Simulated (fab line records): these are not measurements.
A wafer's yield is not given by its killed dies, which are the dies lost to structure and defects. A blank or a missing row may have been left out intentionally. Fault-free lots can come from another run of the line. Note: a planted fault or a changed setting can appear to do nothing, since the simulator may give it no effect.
fab line records	flow sfq-line
record lots=5	wafers=15	last-day=97
route steps=325 shown M0@32 I0@43 M1@58 I1@73 M8@325
lots that met no fault: taken from a fault-free run of the same line
start-h: the number of hours between the record's first day and the start of the first shown wafer of the lot	wait-h: hours from the lot's prior step to this one	" the same as in the row above	L1.1+2: a single row standing in for several wafers	- no value, or no start was given	* or withheld: withheld	< > ~ a bound
route shown NAME@n: NAME is a module with steps in the file, n the number in the route of the first one	usual: mean/standard deviation taken from wafers without a fault	same: alike in all rows	chamber/n: place in a boat	sites: the reading at each site	_std_site: the standard deviation of these	_edge_site: outer sites' mean less inner sites'	radius-mm: how far each site lies from the wafer's centre	mask NAME#n: copy n	behind: the last tool/chamber to shape the wafer	hold: why the lot was held/for how many hours/how that ended	device: names the non-switching transistor (n, p or np)	end of line: the same wafers' tests at the end of the route	a step without rows: its recipe alone	killed: the dies lost at the first sort to structure and to defects; this is not the yield of the wafer	map: a wafer's dies, marking killed ones x, the rest . and places with no die _
set.NAME: the setting as run; set.NAME@STEP: as run at that earlier step	model.NAME: the simulator's own value behind a step, which no gauge read
certain route steps with their lots: each step a table, each wafer a row
services: a tool's chamber out of use, with start hour (start-h, from the record's first day; less than 0 if before it), hours out, and reason
## steps
# step SFQ_TRILAYER_M0_LITHO_COAT_026
# recipe resist=BARC	spin-rpm=3000	resist-thk-nm=62
# step SFQ_TRILAYER_M0_LITHO_COAT_021
# recipe resist=KrF	spin-rpm=3000	resist-thk-nm=600
# step SFQ_TRILAYER_M0_LITHO_SOFTBAKE_025
# recipe temp-c=withheld	time-s=withheld	resist=KrF
# step SFQ_TRILAYER_M0_LITHO_EXPOSE_022
# recipe mask-id=M0	na=0.6	source-shape=conventional	sigma-outer=0.65	target-cd-nm=500	dose-mj=14.25
# step SFQ_TRILAYER_M0_LITHO_PEB_024
# recipe peb-temp-c=115	peb-time-s=60	resist=KrF
# step SFQ_TRILAYER_M0_LITHO_DEVELOP_023
# recipe time-s=60	resist=KrF
# step SFQ_M0_OVL_MEAS_906
# usual M0_OVL=0/4.9
lot.wafer	tool	chamber	start-h	wait-h	M0_OVL[nm]
L174.2	overlay-02	-	355.05	0.1	-1
L174.4	"	-	"	"	1
L174.5	"	-	"	"	3
L180.3	overlay-01	-	414.23	0.1	-2
L180.5	"	-	"	"	3
L180.6	"	-	"	"	-5
L185.1	overlay-02	-	470.87	0.1	-2
L185.2	"	-	"	"	1
L185.6	"	-	"	"	3
L189.1	overlay-01	-	494.99	0.1	5
L189.5	"	-	"	"	8
L189.6	"	-	"	"	10
L191.2	overlay-01	-	510.60	0.1	4
L191.3	"	-	"	"	5
L191.5	"	-	"	"	3
# step SFQ_TRILAYER_M0_BARC_OPEN_METAL_ETCH_031
# recipe mask-material=PR	chemistry=O2	target-depth-nm=125	target=BARC	icp-w=600	bias-w=80	pressure-mtorr=10	time-s=41.7
# step SFQ_TRILAYER_M0_ETCH_METAL_ETCH_024
# recipe target=Nb	stop-on=SiO2	mask-material=PR	chemistry=Cl2/Ar	target-depth-nm=240	icp-w=600	bias-w=80	pressure-mtorr=10	time-s=120
# usual chamber-pressure-mTorr=10.000/0.0094	drypump-motor-current-A=5.9/0.47	oes-product-au=0.892/0.0065
lot.wafer	tool	chamber	start-h	wait-h	chamber-pressure-mTorr	drypump-motor-current-A	oes-product-au	rf-hours-counter-h
L174.2	rie-metal-04	1	355.14	0.0	9.997	6.2	0.891	155
L174.4	"	1	"	"	10.006	6.2	0.893	-
L174.5	"	0	"	"	9.998	5.5	0.884	-
L180.3	rie-metal-02	1	414.36	0.1	10.014	6.3	0.904	-
L180.5	"	1	"	"	10.012	6.3	0.895	-
L180.6	"	0	"	"	10.014	6.0	0.887	-
L185.1	rie-metal-04	0	470.96	0.0	9.984	5.6	0.902	88
L185.2	"	1	"	"	10.002	6.2	0.906	8
L185.6	"	1	"	"	10.002	6.2	0.902	-
L189.1	rie-metal-02	0	495.09	0.0	9.991	6.0	0.893	64
L189.5	"	0	"	"	9.999	6.1	0.890	-
L189.6	"	1	"	"	9.999	6.3	0.894	-
L191.2	rie-metal-03	0	510.69	0.0	9.994	5.5	0.897	123
L191.3	"	0	"	"	9.998	5.6	0.895	-
L191.5	"	0	"	"	9.989	5.5	0.886	-
# step SFQ_TRILAYER_M0_STRIP_STRIP_025
# recipe gas=O2	power-w=200	platen-temp-c=40	overash-fraction=0.65	chemistry=O2	pressure-mtorr=50
# usual chamber-pressure-mTorr=50.00/0.044	drypump-motor-current-A=5.9/0.45	oes-product-au=1.002/0.0074
lot.wafer	tool	chamber	start-h	wait-h	chamber-pressure-mTorr	drypump-motor-current-A	oes-product-au	rf-hours-counter-h
L174.2	rie-metal-04	1	355.26	0.1	50.06	6.2	1.015	156
L174.4	"	1	"	"	50.06	6.2	1.020	-
L174.5	"	0	"	"	50.05	5.5	1.002	-
L180.3	rie-metal-02	1	414.64	0.2	50.03	6.3	1.000	-
L180.5	"	1	"	"	50.03	6.3	1.007	-
L180.6	"	0	"	"	50.09	6.0	1.001	-
L185.1	rie-metal-04	0	471.09	0.1	50.03	5.6	1.008	88
L185.2	"	1	"	"	49.98	6.2	1.000	8
L185.6	"	1	"	"	50.03	6.2	1.000	-
L189.1	rie-metal-02	0	495.21	0.1	49.95	6.0	0.996	64
L189.5	"	0	"	"	49.97	6.0	1.007	-
L189.6	"	1	"	"	49.97	6.3	1.010	-
L191.2	rie-metal-03	0	510.81	0.1	49.98	5.5	0.998	124
L191.3	"	0	"	"	50.01	5.6	0.991	-
L191.5	"	0	"	"	50.01	5.5	0.995	-
# step SFQ_TRILAYER_M0_STRIP_SOLV_CLEAN_026
# recipe chemistry=NMP	temp-c=70	time-s=600
# step SFQ_TRILAYER_I0_DEP_PECVD_027
# recipe material=SiO2	temp-c=150	time-s=111.11	pressure-torr=2.4	rf-w=183.3	precursor=SiH4/N2O	target-thk-nm=500
# step SFQ_TRILAYER_I0_CMP_CMP_028
# recipe material=SiO2	down-force-psi=3	platen-rpm=60	pad-velocity-m-s=0.94248
# usual head-pressure-psi=3.000/0.0065	motor-current-A=10.4/1.1	time-to-endpoint-s=216/6.8
lot.wafer	tool	chamber	start-h	wait-h	head-pressure-psi	motor-current-A	time-to-endpoint-s	model.SiO2_of_TRILAYER_I0_DEP_PECVD_027.thk-nm
L174.4	cmp-01	3	357.12	1.0	2.993	9.7	224	199.4
L174.2	"	0	"	"	3.007	9.8	216	200.2
L174.5	"	1	"	"	3.004	10.4	215	200.4
L180.3	cmp-02	1	425.61	10.4	3.000	10.5	276	302.9
L180.5	"	2	"	"	3.009	10.1	218	198.7
L180.6	"	3	"	"	2.999	12.5	222	199.2
L185.1	cmp-02	0	487.11	15.2	3.002	8.9	216	200.3
L185.2	"	1	"	"	3.006	10.2	214	199.1
L185.6	"	0	489.11	17.2	3.006	8.7	223	200.5
L189.1	cmp-01	1	500.46	4.4	3.005	10.8	207	198.4
L189.5	"	0	501.96	5.9	2.989	10.3	213	198.7
L189.6	"	1	"	"	2.995	10.2	217	197.9
L191.2	cmp-02	0	512.40	0.8	2.992	9.4	208	200.6
L191.3	"	3	513.90	2.3	3.004	12.3	214	200
L191.5	"	0	"	"	3.006	8.5	229	200.6
# step SFQ_I0_BOW_MEAS_907
# recipe mode=bow
# usual I0_BOW=1/7.9
lot.wafer	tool	chamber	start-h	wait-h	I0_BOW[um]
L174.2	film-metro-04	-	359.14	1.0	6
L174.4	"	-	"	"	-19
L174.5	"	-	"	"	-3
L180.3	film-metro-04	-	427.15	1.0	1
L180.5	"	-	"	"	11
L180.6	"	-	"	"	0
L180.3	film-metro-04	-	428.47	1.3	-
L180.5	"	-	"	"	-
L180.6	"	-	"	"	-
L185.1	film-metro-02	-	490.11	2.5	12
L185.2	"	-	"	"	-1
L185.6	"	-	"	"	-6
L189.1	film-metro-04	-	502.96	2.0	-6
L189.5	"	-	"	"	-8
L189.6	"	-	"	"	-5
L191.2	film-metro-03	-	515.42	2.5	2
L191.3	"	-	"	"	7
L191.5	"	-	"	"	13
# step SFQ_TRILAYER_I0_METRO_MEASURE_029
# usual thk-nm=200.2/1
lot.wafer	tool	chamber	start-h	wait-h	thk-nm
L174.2	film-metro-04	-	359.44	0.3	200.4
L174.4	"	-	"	"	199.4
L174.5	"	-	"	"	200.5
L180.3	film-metro-02	-	430.73	2.2	302.9
L180.5	"	-	"	"	198.8
L180.6	"	-	"	"	199.1
L180.3	film-metro-02	-	432.10	1.2	302.8
L180.5	"	-	"	"	198.7
L180.6	"	-	"	"	199.2
L185.1	film-metro-02	-	490.23	0.1	200.3
L185.2	"	-	"	"	199.3
L185.6	"	-	"	"	200.6
L189.1	film-metro-04	-	503.08	0.1	198.3
L189.5	"	-	"	"	198.8
L189.6	"	-	"	"	198.0
L191.2	film-metro-03	-	515.72	0.3	200.7
L191.3	"	-	"	"	200.1
L191.5	"	-	"	"	200.5
# step SFQ_TRILAYER_I0_VIA_LITHO_COAT_036
# recipe resist=BARC	spin-rpm=3000	resist-thk-nm=62
# step SFQ_TRILAYER_I0_VIA_LITHO_COAT_031
# recipe resist=KrF	spin-rpm=2980	resist-thk-nm=650
# step SFQ_TRILAYER_I0_VIA_LITHO_SOFTBAKE_035
# recipe temp-c=withheld	time-s=withheld	resist=KrF
# step SFQ_TRILAYER_I0_VIA_LITHO_EXPOSE_032
# recipe mask-id=I0	na=0.6	source-shape=conventional	sigma-outer=0.65	target-cd-nm=500	dose-mj=21.3
# step SFQ_TRILAYER_I0_VIA_LITHO_PEB_034
# recipe peb-temp-c=115	peb-time-s=60	resist=KrF
# step SFQ_TRILAYER_I0_VIA_LITHO_DEVELOP_033
# recipe time-s=60	resist=KrF
# step SFQ_I0_OVL_MEAS_908
# usual I0_OVL=2/5.3
lot.wafer	tool	chamber	start-h	wait-h	I0_OVL[nm]
L174.2	overlay-02	-	509.40	0.1	6
L174.4	"	-	"	"	4
L174.5	"	-	"	"	1
L180.3	overlay-01	-	585.49	0.1	-2
L180.5	"	-	"	"	-2
L180.6	"	-	"	"	1
L185.1	overlay-01	-	650.33	0.1	7
L185.2	"	-	"	"	8
L185.6	"	-	"	"	6
L189.1	overlay-01	-	671.93	0.1	1
L189.5	"	-	"	"	3
L189.6	"	-	"	"	-6
L191.2	overlay-02	-	683.94	0.1	-5
L191.3	"	-	"	"	3
L191.5	"	-	"	"	-1
# step SFQ_TRILAYER_I0_VIA_BARC_OPEN_VIA_ETCH_046
# recipe mask-material=PR	chemistry=O2	target-depth-nm=125	target=BARC	source-w=516.2	bias-w=80	pressure-mtorr=30	time-s=41.7
# step SFQ_TRILAYER_I0_VIA_ETCH_VIA_ETCH_034
# recipe target=SiO2	stop-on=Nb	mask-material=PR	taper-deg=20	chemistry=CHF3	target-depth-nm=260	source-w=500	bias-w=80	pressure-mtorr=30	time-s=withheld
# usual chamber-pressure-mTorr=30.001/0.024	drypump-motor-current-A=5.8/0.57	oes-product-au=0.855/0.006
lot.wafer	tool	chamber	start-h	wait-h	chamber-pressure-mTorr	drypump-motor-current-A	oes-product-au	model.etch.depth-nm	model.I0.feature-depth-nm
L174.2	rie-diel-03	1	509.47	0.0	30.019	6.3	0.850	200.1	200.1
L174.4	"	0	"	"	30.024	5.7	0.854	199.3	199.3
L174.5	"	1	"	"	29.990	6.3	0.855	200.3	200.3
L180.3	rie-diel-03	1	585.56	0.0	30.029	6.3	1.002	260	260
L180.5	"	2	"	"	29.985	6.4	0.846	198.7	198.7
L180.6	"	1	"	"	29.969	6.3	0.857	199.1	199.1
L185.1	rie-diel-04	2	650.41	0.0	29.977	6.4	0.858	200.3	200.3
L185.2	"	0	"	"	29.991	5.7	0.840	199.1	199.1
L185.6	"	1	"	"	29.982	5.4	0.853	200.5	200.5
L189.1	rie-diel-03	3	672.01	0.0	29.967	4.8	0.841	198.4	198.4
L189.5	"	2	"	"	30.008	6.4	0.857	198.7	198.7
L189.6	"	1	"	"	30.017	6.4	0.849	197.9	197.9
L191.2	rie-diel-03	1	684.01	0.0	29.996	6.4	0.855	200.6	200.6
L191.3	"	2	"	"	30.037	6.4	0.848	200	200
L191.5	"	3	"	"	30.033	4.8	0.851	200.6	200.6
# step SFQ_TRILAYER_I0_VIA_STRIP_STRIP_035
# recipe gas=O2	power-w=200	platen-temp-c=40	overash-fraction=0.65	chemistry=O2	pressure-mtorr=50
# usual chamber-pressure-mTorr=49.99/0.049	drypump-motor-current-A=5.9/0.35	oes-product-au=1.001/0.0076
lot.wafer	tool	chamber	start-h	wait-h	chamber-pressure-mTorr	drypump-motor-current-A	oes-product-au	rf-hours-counter-h
L174.2	rie-metal-04	1	509.58	-	50.00	6.2	1.008	14
L174.4	"	1	"	"	50.08	6.2	1.015	-
L174.5	"	1	"	"	49.93	6.2	1.000	-
L180.3	rie-metal-01	0	585.87	-	50.02	5.9	1.004	-
L180.5	"	0	"	"	50.00	5.9	1.000	-
L180.6	"	1	"	"	50.05	5.4	1.000	-
L185.1	rie-metal-04	1	650.52	-	49.93	6.2	0.999	31
L185.2	"	0	"	"	49.94	5.6	1.009	113
L185.6	"	1	"	"	49.95	6.2	0.988	-
L189.1	rie-metal-01	0	672.12	-	50.06	5.9	1.003	83
L189.5	"	0	"	"	50.10	5.9	0.995	-
L189.6	"	1	"	"	50.06	5.4	0.997	-
L191.2	rie-metal-02	1	684.12	-	49.95	6.3	1.012	69
L191.3	"	0	"	"	50.02	6.0	1.004	-
L191.5	"	0	"	"	49.95	6.1	1.010	-
# step SFQ_TRILAYER_I0_VIA_STRIP_SOLV_CLEAN_036
# recipe chemistry=NMP	temp-c=70	time-s=600
# step SFQ_TRILAYER_M1_DEP_PRE_CLEAN_038
# recipe gas=Ar	time-s=22.5	bias-v=250
# step SFQ_TRILAYER_M1_DEP_SPUTTER_037
# recipe material=Nb	base-pressure-pa=1.33e-06	chamber-pressure-pa=0.1333	substrate-temp-c=20	resputter-cathode-voltage-v=400	target-thk-nm=200	power-w=2000	time-s=133.3
# usual throttle-valve-pct=29.8/0.99
lot.wafer	tool	chamber	start-h	wait-h	throttle-valve-pct
L174.2	pvd-sputter-04	-	510.39	0.0	29.0
L174.4	"	-	"	"	30.5
L174.5	"	-	"	"	29.5
L180.3	pvd-sputter-04	-	586.47	0.0	30.6
L180.5	"	-	"	"	30.6
L180.6	"	-	"	"	28.1
L185.1	pvd-sputter-05	-	651.32	0.0	29.5
L185.2	"	-	"	"	30.1
L185.6	"	-	"	"	31.3
L189.1	pvd-sputter-05	-	672.92	0.0	29.2
L189.5	"	-	"	"	30.6
L189.6	"	-	"	"	31.0
L191.2	pvd-sputter-05	-	684.92	0.0	31.4
L191.3	"	-	"	"	30.7
L191.5	"	-	"	"	29.4
# step SFQ_M1_RS_MEAS_909
# recipe thk-meas-gauge=four-point-probe	reads=Nb_of_TRILAYER_M1_DEP_SPUTTER_037
# usual M1_NB_RS=0.885/0.011
lot.wafer	tool	chamber	start-h	wait-h	M1_NB_RS[ohm/sq]
L174.2	film-metro-01	-	510.50	0.1	0.900
L174.4	"	-	"	"	0.895
L174.5	"	-	"	"	0.894
L180.3	film-metro-01	-	586.60	0.1	0.888
L180.5	"	-	"	"	0.896
L180.6	"	-	"	"	0.897
L185.1	film-metro-03	-	651.41	0.0	0.882
L185.2	"	-	"	"	0.896
L185.6	"	-	"	"	0.882
L189.1	film-metro-02	-	673.01	0.0	0.866
L189.5	"	-	"	"	0.860
L189.6	"	-	"	"	0.870
L191.2	film-metro-02	-	685.03	0.1	0.872
L191.3	"	-	"	"	0.869
L191.5	"	-	"	"	0.867
# step SFQ_TRILAYER_M1_LITHO_COAT_044
# recipe resist=BARC	spin-rpm=3000	resist-thk-nm=62
# step SFQ_TRILAYER_M1_LITHO_COAT_039
# recipe resist=KrF	spin-rpm=3000	resist-thk-nm=600
# step SFQ_TRILAYER_M1_LITHO_SOFTBAKE_043
# recipe temp-c=withheld	time-s=withheld	resist=KrF
# step SFQ_TRILAYER_M1_LITHO_EXPOSE_040
# recipe mask-id=M1	na=0.6	source-shape=conventional	sigma-outer=0.65	target-cd-nm=500	dose-mj=14.4
# step SFQ_TRILAYER_M1_LITHO_PEB_042
# recipe peb-temp-c=115	peb-time-s=60	resist=KrF
# step SFQ_TRILAYER_M1_LITHO_DEVELOP_041
# recipe time-s=60	resist=KrF
# step SFQ_M1_OVL_MEAS_911
# usual M1_OVL=3/6.6
lot.wafer	tool	chamber	start-h	wait-h	M1_OVL[nm]
L174.2	overlay-01	-	679.14	0.1	-3
L174.4	"	-	"	"	7
L174.5	"	-	"	"	-13
L180.3	overlay-01	-	746.95	0.1	-4
L180.5	"	-	"	"	4
L180.6	"	-	"	"	-9
L185.1	overlay-01	-	808.27	0.1	7
L185.2	"	-	"	"	17
L185.6	"	-	"	"	16
L189.1	overlay-01	-	831.07	0.1	-8
L189.5	"	-	"	"	-11
L189.6	"	-	"	"	3
L191.2	overlay-02	-	845.42	0.1	12
L191.3	"	-	"	"	3
L191.5	"	-	"	"	-1
# step SFQ_TRILAYER_M1_BARC_OPEN_METAL_ETCH_054
# recipe mask-material=PR	chemistry=O2	target-depth-nm=125	target=BARC	icp-w=600	bias-w=80	pressure-mtorr=10	time-s=41.7
# step SFQ_TRILAYER_M1_ETCH_METAL_ETCH_042
# recipe target=Nb	stop-on=SiO2	mask-material=PR	chemistry=Cl2/Ar	target-depth-nm=240	icp-w=609.6	bias-w=80	pressure-mtorr=10	time-s=120
# usual chamber-pressure-mTorr=10.000/0.01	drypump-motor-current-A=5.6/0.47	oes-product-au=0.898/0.0079
lot.wafer	tool	chamber	start-h	wait-h	chamber-pressure-mTorr	drypump-motor-current-A	oes-product-au	rf-hours-counter-h	model.SiO2_of_TRILAYER_I0_DEP_PECVD_027.thk-nm
L174.2	rie-metal-04	1	679.23	0.0	9.993	6.2	0.883	34	192.3
L174.4	"	0	"	"	9.983	5.6	0.894	-	191.5
L174.5	"	1	"	"	10.006	6.2	0.890	-	192.5
L180.3	rie-metal-04	0	747.08	0.1	10.004	5.6	0.903	-	295
L180.5	"	0	"	"	9.993	5.6	0.886	-	190.8
L180.6	"	1	"	"	9.997	6.2	0.888	-	191.3
L185.1	rie-metal-01	1	808.37	0.0	9.981	5.4	0.907	74	192.4
L185.2	"	0	"	"	10.005	5.9	0.893	100	191.3
L185.6	"	0	"	"	10.009	5.9	0.900	-	192.7
L189.1	rie-metal-04	1	831.23	0.1	10.000	6.2	0.913	55	190.6
L189.5	"	1	"	"	10.008	6.2	0.917	-	190.8
L189.6	"	1	"	"	10.003	6.2	0.909	-	190.1
L191.2	rie-metal-03	1	845.51	0.0	9.988	4.8	0.894	85	192.7
L191.3	"	0	"	"	9.993	5.5	0.910	-	192.2
L191.5	"	0	"	"	10.017	5.5	0.909	-	192.8
# step SFQ_TRILAYER_M1_STRIP_STRIP_043
# recipe gas=O2	power-w=200	platen-temp-c=40	overash-fraction=0.65	chemistry=O2	pressure-mtorr=50
# step SFQ_TRILAYER_M1_STRIP_SOLV_CLEAN_044
# recipe chemistry=NMP	temp-c=70	time-s=600
# step SFQ_TRILAYER_I1_DEP_PECVD_045
# recipe material=SiO2	temp-c=150	time-s=111.11	pressure-torr=2.4	rf-w=183.3	precursor=SiH4/N2O	target-thk-nm=500
# usual heater-power-w=77/13	throttle-valve-pct=25.5/1.6
lot.wafer	tool	chamber	start-h	wait-h	heater-power-w	throttle-valve-pct
L174.2	pecvd-04	0	680.13	0.0	102	23.6
L174.4	"	2	"	"	72	24.4
L174.5	"	1	"	"	94	24.1
L180.3	pecvd-03	0	747.95	0.0	83	24.7
L180.5	"	1	"	"	65	29.0
L180.6	"	0	"	"	84	24.9
L185.1	pecvd-03	2	809.27	0.0	59	25.1
L185.2	"	0	"	"	87	24.6
L185.6	"	1	"	"	72	28.9
L189.1	pecvd-02	2	832.85	0.0	80	24.2
L189.5	"	1	"	"	84	26.5
L189.6	"	0	"	"	95	25.4
L191.2	pecvd-02	2	846.45	0.0	83	24.3
L191.3	"	1	"	"	82	26.5
L191.5	"	2	"	"	85	24.3
# step SFQ_M8_BOW_MEAS_951
# recipe mode=bow
# usual M8_BOW=9/12
lot.wafer	tool	chamber	start-h	wait-h	M8_BOW[um]	model.etest.i0.link-ohm
L174.2	film-metro-03	-	2185.38	0.0	14	1.991
L174.4	"	-	"	"	-11	1.988
L174.5	"	-	"	"	3	1.986
L180.3	film-metro-02	-	2217.80	0.0	-4	1e+06
L180.5	"	-	"	"	4	1.978
L180.6	"	-	"	"	-7	1.985
L185.1	film-metro-02	-	2266.20	0.0	29	1.947
L185.2	"	-	"	"	16	1.955
L185.6	"	-	"	"	13	1.945
L189.1	film-metro-02	-	2325.56	0.0	-10	1.946
L189.5	"	-	"	"	-13	1.94
L189.6	"	-	"	"	-9	1.946
L191.2	film-metro-03	-	2330.38	0.0	8	1.945
L191.3	"	-	"	"	16	1.938
L191.5	"	-	"	"	21	1.942
## services
tool	chamber	start-h	hours	kind
cmp-02	-	338.30	4.8	pm
rie-diel-03	2	343.76	36.4	repair
rie-metal-01	-	365.93	0.3	repair
rie-metal-04	-	374.18	1.4	pm
rie-diel-03	0	377.41	6.0	repair
rie-metal-02	-	430.57	2.8	pm
rie-diel-03	2	451.05	2.4	repair
rie-metal-04	-	519.83	0.7	repair
rie-diel-03	-	520.44	2.3	repair
rie-metal-04	-	538.65	2.8	pm
rie-metal-02	0	540.85	14.8	repair
rie-diel-03	-	544.19	1.4	repair
rie-diel-03	-	548.98	0.6	repair
rie-metal-04	1	558.52	7.9	repair
rie-diel-03	3	640.01	1.4	repair
rie-diel-03	0	675.39	19.7	repair
rie-metal-04	-	702.65	0.9	repair
rie-metal-04	-	731.14	1.0	repair
rie-metal-02	1	761.60	1.5	repair
rie-diel-03	-	776.92	28.1	pm
rie-metal-04	1	789.71	1.1	repair
rie-metal-04	-	795.78	0.7	repair
rie-diel-03	-	822.02	2.8	pm
rie-diel-03	0	840.39	5.8	repair
## key
first-sign step=SFQ_TRILAYER_I0_CMP_CMP_028	reading=time-to-endpoint-s	direction=up	sigmas=8.8	usual=*	struck=*
effect step=SFQ_I0_BOW_MEAS_907	reading=visit	direction=added
effect step=SFQ_TRILAYER_I0_METRO_MEASURE_029	reading=visit	direction=added
effect step=SFQ_TRILAYER_I0_METRO_MEASURE_029	reading=thk-nm	direction=up	sigmas=99+	usual=200.2	struck=302.9
effect step=SFQ_TRILAYER_I0_VIA_ETCH_VIA_ETCH_034	reading=oes-product-au	direction=up	sigmas=24	usual=0.855	struck=1.002
model-effect step=SFQ_TRILAYER_I0_CMP_CMP_028	value=SiO2_of_TRILAYER_I0_DEP_PECVD_027.thk-nm	without=199.2	struck=302.9
model-effect step=SFQ_TRILAYER_I0_VIA_ETCH_VIA_ETCH_034	value=etch.depth-nm	without=199.2	struck=260
model-effect step=SFQ_TRILAYER_M1_ETCH_METAL_ETCH_042	value=SiO2_of_TRILAYER_I0_DEP_PECVD_027.thk-nm	without=191.4	struck=295
model-effect step=SFQ_M8_BOW_MEAS_951	value=etest.i0.link-ohm	without=1.967	struck=1e+06
met-at SFQ_TRILAYER_I0_CMP_CMP_028
struck-wafers L180.3
fault kind=process-parameter-drift	tool=cmp-02	chamber=1	onset-h=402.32	steps=SFQ_TRILAYER_I0_CMP_CMP_028	channel=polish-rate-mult	offset=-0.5	shape=step	end-h=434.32
